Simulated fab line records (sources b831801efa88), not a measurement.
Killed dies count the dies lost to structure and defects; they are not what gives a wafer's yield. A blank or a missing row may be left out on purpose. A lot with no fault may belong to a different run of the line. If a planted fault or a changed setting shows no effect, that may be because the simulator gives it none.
One fault through the eyes of 2 desks + flow gf180mcu + what lay behind the numbers comes last; until then each desk has only its own

TOOL OWNER'S DESK, litho_track-03
Per lot that ran on this tool, the mean of the sampled wafers carrying a number, from the tool's own readings at GF_HV_LDD_SOFTBAKE_15 (time 60 s). If a lot's mean is further than 4 standard deviations from the usual mean, the lot is out of limits and carries the mark OUT (the distance appears in the brackets).
Columns: A = chill_plate_temp_C at GF_HV_LDD_SOFTBAKE_15, usual 23.00 C; B = heater_power_total_W at GF_HV_LDD_SOFTBAKE_15, usual 56.59 W; C = run_length_s at GF_HV_LDD_SOFTBAKE_15, usual 89.30 s
| lot  | first seen here | A     | B                | C     |
|------|-----------------|-------|------------------|-------|
| L362 | day 11 01:57    | 23.08 | 56.57            | 89.57 |
| L364 | day 11 12:54    | 23.30 | 56.57            | 89.45 |
| L367 | day 12 14:32    | 22.97 | 56.61            | 89.55 |
| L371 | day 13 22:57    | 23.09 | 56.92 (+8.0) OUT | 88.30 |
| L376 | day 15 17:44    | 22.94 | 56.89 (+7.3) OUT | 88.34 |
This desk's finding: out of limits on L371, L376; first on L371, day 13 22:57 (heater_power_total_W at GF_HV_LDD_SOFTBAKE_15). L362, L364, L367: within limits.

FROM THE METROLOGY DESK
What the gauges read, lot by lot, whatever tool the lot ran on: means of the sampled wafers that have a number. If a lot's mean is further than 4 standard deviations from the usual mean, the lot is out of limits and carries the mark OUT (the distance appears in the brackets).
Columns: A = DNWELL_TW at GF_DNWELL_TW_MEAS_09, usual 1347; B = cd_nm at GF_SAB_CD_MEAS_09, usual 420.7 nm; C = SAB_OVL at GF_SAB_OVL_MEAS_10, usual -0.4 nm
| lot  | first seen here | A    | B     | C    |
|------|-----------------|------|-------|------|
| L360 | day 2 19:08     | 1340 | 423.3 | -1.4 |
| L361 | day 2 23:40     | 1344 | 419.6 | -1.6 |
| L362 | day 3 06:07     | 1331 | 417.3 | 0.4  |
| L363 | day 3 10:16     | 1335 | 421.8 | -0.0 |
| L364 | day 3 15:32     | 1335 | 416.3 | -1.2 |
| L365 | day 3 21:29     | 1353 | 421.2 | -0.9 |
| L366 | day 4 02:37     | 1343 | 419.2 | -1.5 |
| L367 | day 4 06:54     | 1350 | 421.4 | -0.6 |
| L371 | day 5 06:26     | 1336 | 421.6 | -0.7 |
| L376 | day 6 08:32     | 1340 | 416.6 | 0.7  |
| L378 | day 6 19:31     | 1357 | 421.7 | 1.9  |
| L382 | day 7 16:05     | 1363 | 421.7 | -2.9 |
| L383 | day 7 21:05     | 1358 | 422.4 | 0.2  |
Result from this desk: across the 13 lots, nothing is out of limits.

TAKEN TOGETHER
An alarm could have come from the tool owner's desk at day 13 22:57, on L371, L376.
From the metrology desk's view, nothing was out of limits.
The metrology desk holds a record of L371, L376, inside its limits.
Every lot named ran GF_HV_LDD_SOFTBAKE_15 on litho_track-03.

WHAT HAD BEEN PUT IN BY THE SIMULATOR
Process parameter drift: litho_track-03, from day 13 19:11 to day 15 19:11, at GF_HV_LDD_SOFTBAKE_15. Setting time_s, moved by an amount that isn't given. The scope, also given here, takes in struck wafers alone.
Lots struck among those shown: L371, L376.
Hours from the fault's start to each desk's first reading out of limits: the tool owner's desk, 4.
